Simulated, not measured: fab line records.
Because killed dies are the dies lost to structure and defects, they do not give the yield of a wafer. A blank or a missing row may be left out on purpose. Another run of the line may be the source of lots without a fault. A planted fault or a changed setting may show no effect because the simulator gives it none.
A struck lot beside a sound one ; flow sky130 ; 15 steps out of a route of 708
Sound: the wafers L774.1, L774.2, L774.4. Struck: wafer L775.2 (left out: L775.1, L775.6 of the same lot, which were not struck); the cause appears at the end.
Each step with rows lists, per side, the tool, then ch with its chambers, then its first start. Under that, the readings that differ: sound wafers ; struck wafers ; difference of the means ; sigmas: that difference in standard deviations of wafers without a fault.
alike: readings whose means differ by less than 2 such deviations, and words and numbers that are the same on both sides. not compared: withheld readings, readings that some wafer has no value for, bounds like >300 that may hide the same value, and numbers for which the record gives no deviation and whose values overlap.
A row with sigmas, a row that says differs or no value, or rows on one side alone: a step with any of these is where the two part. When numbers do not overlap yet have no deviation, they are printed without sigmas and do not part them. A reading that every wafer of one side lacks parts them only if that side has two wafers or more.

first, 4 steps without rows for these wafers: SKY_LI_CONTACT_SOFTBAKE_08 (time 90 s); SKY_LI_CONTACT_EXPOSE_09 (exposes mask LICM1, target cd 170 nm); SKY_LI_CONTACT_PEB_10; SKY_LI_CONTACT_DEVELOP_11 (develop time 60 s).
SKY_LI_CONTACT_CD_MEAS_12: target cd 170 nm.
  struck on cd sem-01, day 32 16:23; sound on cd sem-02, day 32 21:28
reading;sound;struck;difference;sigmas
cd nm (nm);172.1 171.7 172.2;168.6;-3.4;-2
SKY_LI_CONTACT_OVL_MEAS_13:
  struck on overlay-01, day 32 16:31; sound on overlay-01, day 32 21:35
  alike: LI_CONTACT_OVL
SKY_LI_CONTACT_ETCH_14: etches BARC in N2/H2, stops on SiO2, time 45.9 s, target depth 60 nm.
  sound on rie diel-02 ch 1,2,3, day 32 21:38; struck on rie diel-02 ch 1, day 32 16:32
  alike: drypump motor current A, h2 flow sccm, oes product au, throttle valve pct
  not compared: rf hours counter h
SKY_LI_CONTACT_ETCH_15: etches PSG in C4F8/O2/Ar, stops on Si, target depth 600 nm.
  sound on rie diel-02 ch 1,2,3, day 32 21:40; struck on rie diel-02 ch 1, day 32 16:35
  alike: oes product au
SKY_LI_CONTACT_STRIP_16: strips in O2/N2.
  sound on plasma asher-03 ch 0,1, day 32 21:46; struck on plasma asher-03 ch 0, day 32 16:40
  alike: drypump motor current A, oes product au, strip time to endpoint s
  not compared: rf hours counter h
then, 2 steps without rows for these wafers: SKY_LI_CONTACT_CLEAN_17 (cleans in NMP, time 600 s); SKY_LI_CONTACT_PRE_CLEAN_18 (time 5.6 s).
SKY_LI_CONTACT_SPUTTER_19: material Ti, target thk 20 nm, time 101.8 s.
  struck on pvd sputter-02, day 32 16:58; sound on pvd sputter-03, day 32 22:03
  alike: throttle valve pct
SKY_LI_CONTACT_SPUTTER_20: material TiN, target thk 20 nm, time 80 s.
  struck on pvd sputter-02, day 32 17:02; sound on pvd sputter-03, day 32 22:08
reading;sound;struck;difference;sigmas
model.TiN_of_LI_CONTACT_SPUTTER_20.thk nm (nm);19.92 20.06 19.95;31.89;+11.91;
  alike: throttle valve pct
SKY_LI_CONTACT_CVD_21: deposits W, target thk 400 nm, time 120.56 s.
  sound on cvd w-02 ch 0,1, day 32 22:11; struck on cvd w-01 ch 0, day 32 17:06
reading;sound;struck;difference;sigmas
heater power w (W);944 906 938;744;-185;-3
-- a jump in the record: the struck wafers' starts before and after are 16 days apart (it breaks off in module LI_CONTACT and resumes in module PAD_OPEN, where the first step shown is number 708 of the route) --
SKY_PAD_OPEN_PROBE_99:
  struck on prober-02, day 48 08:26; sound on prober-01, day 48 10:39
reading;sound;struck;difference;sigmas
model.etest.licon ndiff.rc ohm;183.2 177.2 173.3;189.4;+11.5;
  alike: killed_at_M0_to_M3, killed_at_M4_up, killed at contacts, killed at front end, killed at other, killed dies, killed on rim, killed open, killed short

## WHERE THEY PART
Earliest at SKY_LI_CONTACT_CD_MEAS_12; latest, in this record, at SKY_LI_CONTACT_CVD_21. Later steps at which nothing parts them and some readings are alike: SKY_PAD_OPEN_PROBE_99.

WHY: whatever the simulator had introduced
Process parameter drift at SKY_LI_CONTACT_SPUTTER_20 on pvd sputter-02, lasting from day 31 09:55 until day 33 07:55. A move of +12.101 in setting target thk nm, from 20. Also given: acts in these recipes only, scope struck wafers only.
